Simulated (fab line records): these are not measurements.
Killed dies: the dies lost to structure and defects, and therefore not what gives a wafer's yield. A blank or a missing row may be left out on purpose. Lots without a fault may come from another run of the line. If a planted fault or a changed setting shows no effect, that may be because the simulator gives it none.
Which tool was responsible? / flow sky130 / 36 wafers from 12 lots sampled at 5 of the route's 708 steps

## WHAT EACH GAUGE READ, for each wafer
SKY_NWELL_TW_MEAS_26.
lot=L200; measured=day 5 10:08; on=film-metro-02; NWELL_2_TW=502.8 502.6 504.0
lot=L201; measured=day 5 19:25; on=film-metro-01; NWELL_2_TW=497.8 496.2 496.0
lot=L202; measured=day 6 01:49; on=film-metro-02; NWELL_2_TW=499.6 501.2 499.9
lot=L204; measured=day 6 17:14; on=film-metro-03; NWELL_2_TW=499.4 502.2 501.5
lot=L205; measured=day 6 21:53; on=film-metro-03; NWELL_2_TW=501.8 501.3 503.0
lot=L206; measured=day 7 04:22; on=film-metro-02; NWELL_2_TW=500.3 501.7 499.0
lot=L209; measured=day 7 20:08; on=film-metro-01; NWELL_2_TW=496.8 500.0 499.9
lot=L210; measured=day 8 04:50; on=film-metro-01; NWELL_2_TW=501.7 501.6 502.7
lot=L212; measured=day 8 17:38; on=film-metro-02; NWELL_2_TW=500.1 499.1 501.7
lot=L215; measured=day 9 08:05; on=film-metro-01; NWELL_2_TW=390.5 390.5 389.6
lot=L217; measured=day 9 17:56; on=film-metro-02; NWELL_2_TW=499.2 501.8 500.8
lot=L218; measured=day 10 03:26; on=film-metro-01; NWELL_2_TW=392.1 393.1 395.8

SKY_VIA3_RS_MEAS_22: measurement is done with a four-point probe.
lot=L200; measured=day 39 20:56; on=film-metro-04; VIA3_W_RS (ohm/sq)=0.299 0.297 0.295
lot=L201; measured=day 40 06:59; on=film-metro-01; VIA3_W_RS (ohm/sq)=0.301 0.298 0.295
lot=L202; measured=day 40 15:20; on=film-metro-01; VIA3_W_RS (ohm/sq)=0.302 0.296 0.302
lot=L204; measured=day 41 12:19; on=film-metro-04; VIA3_W_RS (ohm/sq)=0.295 0.294 0.297
lot=L205; measured=day 41 14:29; on=film-metro-04; VIA3_W_RS (ohm/sq)=0.294 0.302 0.304
lot=L206; measured=day 42 02:17; on=film-metro-02; VIA3_W_RS (ohm/sq)=0.287 0.294 0.299
lot=L209; measured=day 42 17:45; on=film-metro-04; VIA3_W_RS (ohm/sq)=0.292 0.299 0.298
lot=L210; measured=day 43 03:36; on=film-metro-01; VIA3_W_RS (ohm/sq)=0.300 0.299 0.299
lot=L212; measured=day 43 14:06; on=film-metro-01; VIA3_W_RS (ohm/sq)=0.294 0.291 0.294
lot=L215; measured=day 44 07:32; on=film-metro-02; VIA3_W_RS (ohm/sq)=0.291 0.299 0.291
lot=L217; measured=day 44 18:59; on=film-metro-02; VIA3_W_RS (ohm/sq)=0.293 0.294 0.295
lot=L218; measured=day 45 04:28; on=film-metro-02; VIA3_W_RS (ohm/sq)=0.297 0.295 0.294

SKY_VIA4_THK_MEAS_01.
lot=L200; measured=day 41 23:28; on=film-metro-04; VIA4_HDPCVD_THK (nm)=1760 1756 1758
lot=L201; measured=day 42 09:28; on=film-metro-04; VIA4_HDPCVD_THK (nm)=1762 1781 1783
lot=L202; measured=day 42 17:53; on=film-metro-03; VIA4_HDPCVD_THK (nm)=1732 1744 1742
lot=L204; measured=day 43 14:42; on=film-metro-03; VIA4_HDPCVD_THK (nm)=1793 1774 1785
lot=L205; measured=day 43 15:42; on=film-metro-03; VIA4_HDPCVD_THK (nm)=1769 1750 1743
lot=L206; measured=day 44 02:30; on=film-metro-02; VIA4_HDPCVD_THK (nm)=1785 1772 1781
lot=L209; measured=day 44 16:46; on=film-metro-03; VIA4_HDPCVD_THK (nm)=1735 1762 1739
lot=L210; measured=day 45 02:47; on=film-metro-03; VIA4_HDPCVD_THK (nm)=1708 1739 1748
lot=L212; measured=day 45 12:01; on=film-metro-03; VIA4_HDPCVD_THK (nm)=1745 1728 1745
lot=L215; measured=day 46 04:57; on=film-metro-02; VIA4_HDPCVD_THK (nm)=1764 1755 1744
lot=L217; measured=day 46 15:12; on=film-metro-03; VIA4_HDPCVD_THK (nm)=1739 1774 1773
lot=L218; measured=day 47 00:22; on=film-metro-03; VIA4_HDPCVD_THK (nm)=1768 1768 1771

## EACH LOT AND THE TOOL THAT RAN IT (in order: tool; ch and the chambers of the sampled wafers; start)
lot=L200; SKY_NWELL_IMPLANT_24=implanter-03 ch 0, day 5 09:53; SKY_METAL1_SPUTTER_02=pvd-sputter-03, day 31 20:18
lot=L201; SKY_NWELL_IMPLANT_24=implanter-02 ch 0, day 5 19:11; SKY_METAL1_SPUTTER_02=pvd-sputter-04, day 32 07:13
lot=L202; SKY_NWELL_IMPLANT_24=implanter-03 ch 0, day 6 01:34; SKY_METAL1_SPUTTER_02=pvd-sputter-04, day 32 16:10
lot=L204; SKY_NWELL_IMPLANT_24=implanter-02 ch 0, day 6 16:59; SKY_METAL1_SPUTTER_02=pvd-sputter-04, day 33 16:43
lot=L205; SKY_NWELL_IMPLANT_24=implanter-03 ch 0, day 6 21:38; SKY_METAL1_SPUTTER_02=pvd-sputter-02, day 33 19:08
lot=L206; SKY_NWELL_IMPLANT_24=implanter-02 ch 0, day 7 04:07; SKY_METAL1_SPUTTER_02=pvd-sputter-04, day 34 07:16
lot=L209; SKY_NWELL_IMPLANT_24=implanter-03 ch 0, day 7 19:53; SKY_METAL1_SPUTTER_02=pvd-sputter-02, day 35 00:26
lot=L210; SKY_NWELL_IMPLANT_24=implanter-01 ch 0, day 8 04:35; SKY_METAL1_SPUTTER_02=pvd-sputter-02, day 35 12:31
lot=L212; SKY_NWELL_IMPLANT_24=implanter-01 ch 0, day 8 17:25; SKY_METAL1_SPUTTER_02=pvd-sputter-02, day 36 01:04
lot=L215; SKY_NWELL_IMPLANT_24=implanter-01 ch 0, day 9 07:50; SKY_METAL1_SPUTTER_02=pvd-sputter-02, day 36 20:14
lot=L217; SKY_NWELL_IMPLANT_24=implanter-02 ch 0, day 9 17:41; SKY_METAL1_SPUTTER_02=pvd-sputter-04, day 37 10:22
lot=L218; SKY_NWELL_IMPLANT_24=implanter-01 ch 0, day 10 03:11; SKY_METAL1_SPUTTER_02=pvd-sputter-03, day 37 20:45
- SKY_NWELL_IMPLANT_24
- SKY_METAL1_SPUTTER_02: material AlCu, target thk 250 nm, time 13.3 s.

## AS READ BY THE TOOLS THEMSELVES (means over the sampled wafers that have a number; for cases with no such wafer, the mark the record gives instead)
SKY_NWELL_IMPLANT_24.
lot=L200; tool=implanter-03; beam-on-s (s)=10.01; dose-ions-cm2=9.199e+12; end-station-pressure-torr (Torr)=4.99e-06; faraday-current-uA=51.6
lot=L201; tool=implanter-02; beam-on-s (s)=9.91; dose-ions-cm2=9.205e+12; end-station-pressure-torr (Torr)=5.00e-06; faraday-current-uA=52.3
lot=L202; tool=implanter-03; beam-on-s (s)=10.13; dose-ions-cm2=9.191e+12; end-station-pressure-torr (Torr)=5.16e-06; faraday-current-uA=51.4
lot=L204; tool=implanter-02; beam-on-s (s)=10.02; dose-ions-cm2=9.202e+12; end-station-pressure-torr (Torr)=5.19e-06; faraday-current-uA=51.6
lot=L205; tool=implanter-03; beam-on-s (s)=9.92; dose-ions-cm2=9.195e+12; end-station-pressure-torr (Torr)=4.85e-06; faraday-current-uA=52.3
lot=L206; tool=implanter-02; beam-on-s (s)=9.98; dose-ions-cm2=9.193e+12; end-station-pressure-torr (Torr)=5.13e-06; faraday-current-uA=52.0
lot=L209; tool=implanter-03; beam-on-s (s)=9.95; dose-ions-cm2=9.209e+12; end-station-pressure-torr (Torr)=5.08e-06; faraday-current-uA=52.1
lot=L210; tool=implanter-01; beam-on-s (s)=10.06; dose-ions-cm2=9.194e+12; end-station-pressure-torr (Torr)=5.13e-06; faraday-current-uA=51.5
lot=L212; tool=implanter-01; beam-on-s (s)=10.01; dose-ions-cm2=9.221e+12; end-station-pressure-torr (Torr)=5.09e-06; faraday-current-uA=51.8
lot=L215; tool=implanter-01; beam-on-s (s)=9.88; dose-ions-cm2=4.184e+12; end-station-pressure-torr (Torr)=5.03e-06; faraday-current-uA=24.0
lot=L217; tool=implanter-02; beam-on-s (s)=9.79; dose-ions-cm2=9.207e+12; end-station-pressure-torr (Torr)=5.04e-06; faraday-current-uA=53.1
lot=L218; tool=implanter-01; beam-on-s (s)=10.02; dose-ions-cm2=4.182e+12; end-station-pressure-torr (Torr)=5.11e-06; faraday-current-uA=23.6

SKY_METAL1_SPUTTER_02.
lot=L200; tool=pvd-sputter-03; throttle-valve-pct (%)=29.6
lot=L201; tool=pvd-sputter-04; throttle-valve-pct (%)=30.5
lot=L202; tool=pvd-sputter-04; throttle-valve-pct (%)=31.1
lot=L204; tool=pvd-sputter-04; throttle-valve-pct (%)=31.4
lot=L205; tool=pvd-sputter-02; throttle-valve-pct (%)=29.6
lot=L206; tool=pvd-sputter-04; throttle-valve-pct (%)=30.3
lot=L209; tool=pvd-sputter-02; throttle-valve-pct (%)=29.2
lot=L210; tool=pvd-sputter-02; throttle-valve-pct (%)=29.8
lot=L212; tool=pvd-sputter-02; throttle-valve-pct (%)=29.5
lot=L215; tool=pvd-sputter-02; throttle-valve-pct (%)=29.4
lot=L217; tool=pvd-sputter-04; throttle-valve-pct (%)=29.9
lot=L218; tool=pvd-sputter-03; throttle-valve-pct (%)=29.8

## THE ANSWER, worked out from the rows above alone
Rule: what is usual is taken from the lots themselves. The widest of any qualifying gaps counts: lots, ordered by their means at a reading, are off when they make up no more than a third of the lots, leave a main group of 4 or more, and stand apart from it by 3 or more times the standard deviation of that group's means. Not used: any main group whose means are identical at the precision the tables above print for the reading. Also off: a lot with no number at a reading for which 4 or more lots have one. The other lots that the step has rows for count as sound. Order of review: gauges by route order, followed by the tools' own readings, for which a lot's mean as printed above is used. At the first step where some lot is off, the reading lying furthest off is the one used; lots without a number count as furthest.
Off: at SKY_NWELL_TW_MEAS_26 (NWELL_2_TW), L215, L218. Mean 500.5 and standard deviation 1.7 in the main group.
A tool fits if, at a process step before that reading, it ran every lot that is off, and no sound lot after the first of them. The gauges at SKY_NWELL_TW_MEAS_26 aren't tried: what is off there is off at SKY_NWELL_IMPLANT_24 too, on other tools, and a gauge's error can't cause that. One candidate fits, namely implanter-01 at SKY_NWELL_IMPLANT_24. Its last sound lot is L212 (day 8 17:25), its first lot that is off L215 (day 9 07:50): a fault that began between those two fits.
The tool's own readings at SKY_NWELL_IMPLANT_24 bear it out: on the lots that are off they differ by more than 5 times the standard deviation of the sound lots' means. dose-ions-cm2 reads 4.183e+12 there against 9.202e+12 on the sound lots; faraday-current-uA reads 23.8 there against 52.0 on the sound lots.

## WHAT THE SIMULATOR HAD INSERTED
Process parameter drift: implanter-01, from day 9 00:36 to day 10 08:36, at SKY_NWELL_IMPLANT_24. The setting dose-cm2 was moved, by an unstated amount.
Shown lots that were struck: L215, L218. This agrees with what the rule above found.
